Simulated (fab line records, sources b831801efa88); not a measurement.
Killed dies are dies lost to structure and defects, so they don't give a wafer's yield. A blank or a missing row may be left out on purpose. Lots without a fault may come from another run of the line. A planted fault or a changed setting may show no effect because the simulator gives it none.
Which tool did it? | flow sky130 | 12 lots, 36 wafers sampled, at 5 steps of a route of 708

WHAT THE GAUGES READ, wafer by wafer
SKY_FIELD_ISO_THK_MEAS_02. Usual: FIELD_ISO_OXIDATION_00_THK 12.0 nm, standard deviation 0.31.
lot  | measured    | on            | FIELD_ISO_OXIDATION_00_THK (nm) | flag
L874 | day 1 17:08 | film_metro-02 | 11.9 12.1 12.1                  |
L875 | day 1 22:55 | film_metro-01 | 12.0 11.9 12.0                  |
L876 | day 2 03:10 | film_metro-02 | 12.3 12.5 12.3                  |
L877 | day 2 09:11 | film_metro-01 | 11.4 11.5 11.5                  |
L878 | day 2 12:59 | film_metro-02 | 11.8 11.9 11.9                  |
L879 | day 2 17:38 | film_metro-03 | 12.2 11.9 12.1                  |
L880 | day 2 23:31 | film_metro-01 | 12.3 12.4 12.5                  |
L883 | day 3 13:38 | film_metro-01 | 11.6 11.6 11.4                  |
L893 | day 5 17:53 | film_metro-02 | 12.0 12.0 11.8                  |
L894 | day 5 22:20 | film_metro-03 | 12.1 11.9 11.9                  |
L895 | day 6 03:04 | film_metro-02 | 11.8 11.7 11.8                  |
L896 | day 6 06:38 | film_metro-01 | 12.2 12.4 12.2                  |

SKY_DNWELL_TW_MEAS_09. Usual: DNWELL_TW 1127, standard deviation 13.
lot  | measured    | on            | DNWELL_TW      | flag
L874 | day 3 07:27 | film_metro-02 | 1113 1109 1112 |
L875 | day 3 13:02 | film_metro-04 | 1136 1138 1144 |
L876 | day 3 20:13 | film_metro-01 | 1129 1127 1123 |
L877 | day 4 01:19 | film_metro-02 | 1118 1120 1112 |
L878 | day 4 07:15 | film_metro-01 | 1125 1125 1123 |
L879 | day 4 13:14 | film_metro-01 | 1132 1130 1130 |
L880 | day 4 21:26 | film_metro-01 | 1122 1118 1121 |
L883 | day 5 10:59 | film_metro-01 | 1119 1120 1122 |
L893 | day 7 17:11 | film_metro-01 | 1115 1118 1125 |
L894 | day 7 22:50 | film_metro-04 | 1142 1131 1144 |
L895 | day 8 10:14 | film_metro-04 | 1142 1149 1145 |
L896 | day 8 09:40 | film_metro-02 | 1116 1118 1113 |

WHICH TOOL RAN EACH LOT (tool, then ch and the chambers of the sampled wafers, then the start)
lot  | SKY_FIELD_ISO_ETCH_14             | SKY_DNWELL_COAT_02               | SKY_DNWELL_STRIP_08
L874 | rie_diel-03 ch 1,2, day 2 09:26   | litho_track-01 ch 0, day 2 23:30 | plasma_asher-04 ch 0,1, day 3 07:21
L875 | rie_diel-01 ch 0,3, day 2 14:55   | litho_track-01 ch 0, day 3 04:01 | plasma_asher-04 ch 0,1, day 3 12:57
L876 | rie_diel-03 ch 1,2,3, day 2 20:01 | litho_track-04 ch 0, day 3 11:16 | plasma_asher-01 ch 0,1, day 3 20:07
L877 | rie_diel-01 ch 0,1,3, day 3 03:13 | litho_track-04 ch 0, day 3 16:47 | plasma_asher-01 ch 0,1, day 4 01:12
L878 | rie_diel-04 ch 2,3, day 3 08:14   | litho_track-02 ch 0, day 3 22:44 | plasma_asher-04 ch 0,1, day 4 07:10
L879 | rie_diel-03 ch 1,2,3, day 3 12:44 | litho_track-04 ch 0, day 4 04:34 | plasma_asher-02 ch 0,1, day 4 13:08
L880 | rie_diel-01 ch 0,3, day 3 18:50   | litho_track-01 ch 0, day 4 12:34 | plasma_asher-01 ch 0,1, day 4 21:21
L883 | rie_diel-04 ch 0,1,2, day 4 08:38 | litho_track-04 ch 0, day 5 01:50 | plasma_asher-04 ch 0,1, day 5 10:53
L893 | rie_diel-04 ch 0,3, day 6 14:59   | litho_track-04 ch 0, day 7 06:31 | plasma_asher-02 ch 0,1, day 7 17:05
L894 | rie_diel-04 ch 0,1, day 6 20:04   | litho_track-01 ch 0, day 7 13:21 | plasma_asher-02 ch 0,1, day 7 22:43
L895 | rie_diel-04 ch 0,1,3, day 7 01:10 | litho_track-01 ch 0, day 7 23:13 | plasma_asher-04 ch 0,1, day 8 10:08
L896 | rie_diel-04 ch 1,3, day 7 03:49   | litho_track-02 ch 0, day 7 23:03 | plasma_asher-02 ch 1, day 8 09:34
- SKY_FIELD_ISO_ETCH_14: etches BARC in N2/H2, stops on SiO2, time 45.9 s, target depth 60 nm.
- SKY_DNWELL_COAT_02: resist thk 2942 nm.
- SKY_DNWELL_STRIP_08: strips in O2/N2.

WHAT THE TOOLS THEMSELVES READ (means of the sampled wafers that have a number; where no wafer has one, the mark that the record gives instead)
SKY_FIELD_ISO_ETCH_14. Usual: drypump_motor_current_A 5.6 A, standard deviation 0.47; n2_flow_sccm 100.0 sccm, standard deviation 0.31; oes_product_au 0.854 a.u., standard deviation 0.0045; throttle_valve_pct 13.225 %, standard deviation 0.0088.
lot  | tool        | drypump_motor_current_A (A) | n2_flow_sccm (sccm) | oes_product_au (a.u.) | throttle_valve_pct (%) | flag
L874 | rie_diel-03 | 6.1                         | 100.1               | 0.852                 | 13.221                 |
L875 | rie_diel-01 | 5.8                         | 100.0               | 0.852                 | 13.218                 |
L876 | rie_diel-03 | 5.9                         | 99.8                | 0.851                 | 13.230                 |
L877 | rie_diel-01 | 5.5                         | 99.8                | 0.857                 | 13.220                 |
L878 | rie_diel-04 | 5.0                         | 100.0               | 0.850                 | 13.215                 |
L879 | rie_diel-03 | 5.9                         | 99.8                | 0.855                 | 13.231                 |
L880 | rie_diel-01 | 5.6                         | 99.8                | 0.851                 | 13.221                 |
L883 | rie_diel-04 | 5.4                         | 100.2               | 0.852                 | 13.227                 |
L893 | rie_diel-04 | 5.4                         | 100.2               | 0.861                 | 13.230                 |
L894 | rie_diel-04 | 5.8                         | 100.2               | 0.850                 | 13.231                 |
L895 | rie_diel-04 | 5.5                         | 99.9                | 0.854                 | 13.226                 |
L896 | rie_diel-04 | 5.4                         | 99.9                | 0.857                 | 13.221                 |

SKY_DNWELL_COAT_02. Usual: spin_speed_rpm 2000.1 rpm, standard deviation 1.2.
lot  | tool           | spin_speed_rpm (rpm) | flag
L874 | litho_track-01 | 2001.3               |
L875 | litho_track-01 | 1999.8               |
L876 | litho_track-04 | 1997.3               |
L877 | litho_track-04 | 2000.5               |
L878 | litho_track-02 | 2000.7               |
L879 | litho_track-04 | 1999.4               |
L880 | litho_track-01 | 1999.9               |
L883 | litho_track-04 | 2001.4               |
L893 | litho_track-04 | 2000.6               |
L894 | litho_track-01 | 1815.1               | OFF
L895 | litho_track-01 | 1814.6               | OFF
L896 | litho_track-02 | 1999.6               |

SKY_DNWELL_STRIP_08. Usual: drypump_motor_current_A 5.8 A, standard deviation 0.41; n2_flow_sccm 299.9 sccm, standard deviation 0.85; oes_product_au 0.722 a.u., standard deviation 0.0051; strip_time_to_endpoint_s 36.26 s, standard deviation 0.095.
lot  | tool            | drypump_motor_current_A (A) | n2_flow_sccm (sccm) | oes_product_au (a.u.) | strip_time_to_endpoint_s (s) | flag
L874 | plasma_asher-04 | 5.6                         | 299.5               | 0.723                 | 36.19                        |
L875 | plasma_asher-04 | 5.7                         | 299.2               | 0.723                 | 36.20                        |
L876 | plasma_asher-01 | 6.3                         | 299.1               | 0.722                 | 36.30                        |
L877 | plasma_asher-01 | 6.3                         | 299.9               | 0.725                 | 36.30                        |
L878 | plasma_asher-04 | 5.6                         | 300.6               | 0.718                 | 36.42                        |
L879 | plasma_asher-02 | 5.8                         | 300.6               | 0.717                 | 36.14                        |
L880 | plasma_asher-01 | 6.2                         | 299.0               | 0.721                 | 36.18                        |
L883 | plasma_asher-04 | 5.6                         | 300.1               | 0.728                 | 36.16                        |
L893 | plasma_asher-02 | 5.8                         | 299.1               | 0.719                 | 36.35                        |
L894 | plasma_asher-02 | 5.5                         | 299.9               | 0.729                 | 37.94                        | OFF
L895 | plasma_asher-04 | 5.6                         | 300.1               | 0.723                 | 37.94                        | OFF
L896 | plasma_asher-02 | 6.1                         | 299.9               | 0.721                 | 36.24                        |

THE ANSWER, worked out from the rows above alone
Rule: a lot is off if the mean of its wafers that have a number lies more than 3 standard deviations from the usual mean. A lot without any number at a reading at which 4 lots or more have one is off too. The other lots that the step has rows for count as sound. The gauges are gone through in route order, then the tools' own readings, and for those a lot's mean is taken as printed above. The first step at which some lot is off is used, and at that step the reading that is off furthest; a lot without a number counts as furthest.
Off: L894, L895, at SKY_DNWELL_COAT_02 (spin_speed_rpm).
A tool fits if, at that step or a process step before it, it ran every lot that is off, and no sound lot after the first of them. One fits: litho_track-01 at SKY_DNWELL_COAT_02. Its last sound lot is L880 (day 4 12:34), its first lot that is off L894 (day 7 13:21): a fault that began between those two fits.
The tool's own readings at SKY_DNWELL_COAT_02 bear it out: on the lots that are off they differ by more than 5 times the standard deviation of the sound lots' means. spin_speed_rpm reads 1814.8 rpm there against 2000.0 rpm on the sound lots.

WHAT THE SIMULATOR HAD PUT IN
Process parameter drift: litho_track-01, from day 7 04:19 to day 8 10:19, at SKY_DNWELL_COAT_02. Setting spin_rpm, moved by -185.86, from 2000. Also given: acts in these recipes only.
Lots struck among those shown: L894, L895. The rule above found the same.
